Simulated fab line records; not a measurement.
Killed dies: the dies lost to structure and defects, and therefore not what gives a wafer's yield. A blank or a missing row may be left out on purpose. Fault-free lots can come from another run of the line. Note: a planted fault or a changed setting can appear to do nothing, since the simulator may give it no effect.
2 desks looking at one fault || flow gf180mcu || every desk sees just its own numbers, and what lay behind them comes last

## FROM THE METROLOGY DESK
Means of the sampled wafers that have a number, per lot and without regard to the tool the lot ran on: this is what the gauges read. The brackets show how far a lot's mean lies from the usual mean; more than 4 standard deviations puts the lot out of limits, marked OUT.
Columns: A = M1_ALCU_RS at GF_M1_RS_MEAS_05, usual 0.0692 ohm/sq
{"lot": "L766", "first seen here": "day 15 14:58", "A": 0.0685}
{"lot": "L767", "first seen here": "day 16 21:35", "A": 0.0690}
{"lot": "L768", "first seen here": "day 17 13:03", "A": 0.0695}
{"lot": "L769", "first seen here": "day 17 14:58", "A": 0.0684}
{"lot": "L770", "first seen here": "day 18 05:32", "A": 0.0704}
{"lot": "L771", "first seen here": "day 18 17:38", "A": 0.0678}
{"lot": "L773", "first seen here": "day 18 23:38", "A": 0.0681}
{"lot": "L772", "first seen here": "day 19 00:47", "A": 0.0689}
{"lot": "L774", "first seen here": "day 19 14:17", "A": 0.0686}
{"lot": "L782", "first seen here": "day 22 06:36", "A": 0.0697}
{"lot": "L786", "first seen here": "day 23 11:44", "A": 0.0694}
{"lot": "L788", "first seen here": "day 24 01:21", "A": 0.0700}
Result from this desk: across the 12 lots, nothing is out of limits.

## FOR THE TOOL OWNER'S DESK: cmp-01
The tool's own readings at GF_V1_CMP_26 (polishes, stops on SiO2, t overpolish 15 s, target thk 0 nm): means of the sampled wafers that have a number, for each lot that ran on this tool. The brackets show how far a lot's mean lies from the usual mean; more than 4 standard deviations puts the lot out of limits, marked OUT.
Columns: A = head-pressure-psi at GF_V1_CMP_26, usual 3.501 psi; B = motor-current-A at GF_V1_CMP_26, usual 10.9 A; C = overpolish-run-s at GF_V1_CMP_26, usual 14.999 s; D = time-to-endpoint-s at GF_V1_CMP_26, usual 88 s
{"lot": "L766", "first seen here": "day 17 15:04", "A": 3.498, "B": 11.0, "C": 14.984, "D": 89}
{"lot": "L767", "first seen here": "day 19 00:03", "A": 3.501, "B": 10.4, "C": 14.990, "D": 93}
{"lot": "L769", "first seen here": "day 19 18:02", "A": 3.508, "B": 11.2, "C": 15.002, "D": 93}
{"lot": "L770", "first seen here": "day 20 09:41", "A": 3.501, "B": 9.8, "C": 14.998, "D": 91}
{"lot": "L773", "first seen here": "day 21 04:02", "A": 3.493, "B": 10.6, "C": 14.996, "D": 93}
{"lot": "L772", "first seen here": "day 21 04:16", "A": 3.502, "B": 10.7, "C": 15.002, "D": 88}
{"lot": "L774", "first seen here": "day 21 16:32", "A": 3.501, "B": 10.3, "C": 14.999, "D": 88}
{"lot": "L782", "first seen here": "day 24 07:17", "A": 3.509, "B": 10.7, "C": "5.017 (-99 or more) OUT", "D": "113 (+7.5) OUT"}
This desk finds L782 out of limits, L782 being first, at day 24 07:17 (overpolish-run-s at GF_V1_CMP_26). Within limits: L766, L767, L769, L770, L773, L772, L774.

## TAKEN TOGETHER
On L782, at day 24 07:17, an alarm was possible from the tool owner's desk.
The metrology desk saw nothing out of limits.
The metrology desk holds a record of L782, inside its limits.
Of the lots named, all ran GF_V1_CMP_26 on cmp-01.

## WHAT THE SIMULATOR PUT IN
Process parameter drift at GF_V1_CMP_26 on cmp-01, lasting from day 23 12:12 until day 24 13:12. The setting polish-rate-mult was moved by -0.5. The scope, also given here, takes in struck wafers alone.
Lots struck among those shown: L782.
Time in hours from fault onset to the first out-of-limits reading at each desk: the tool owner's desk, 19.
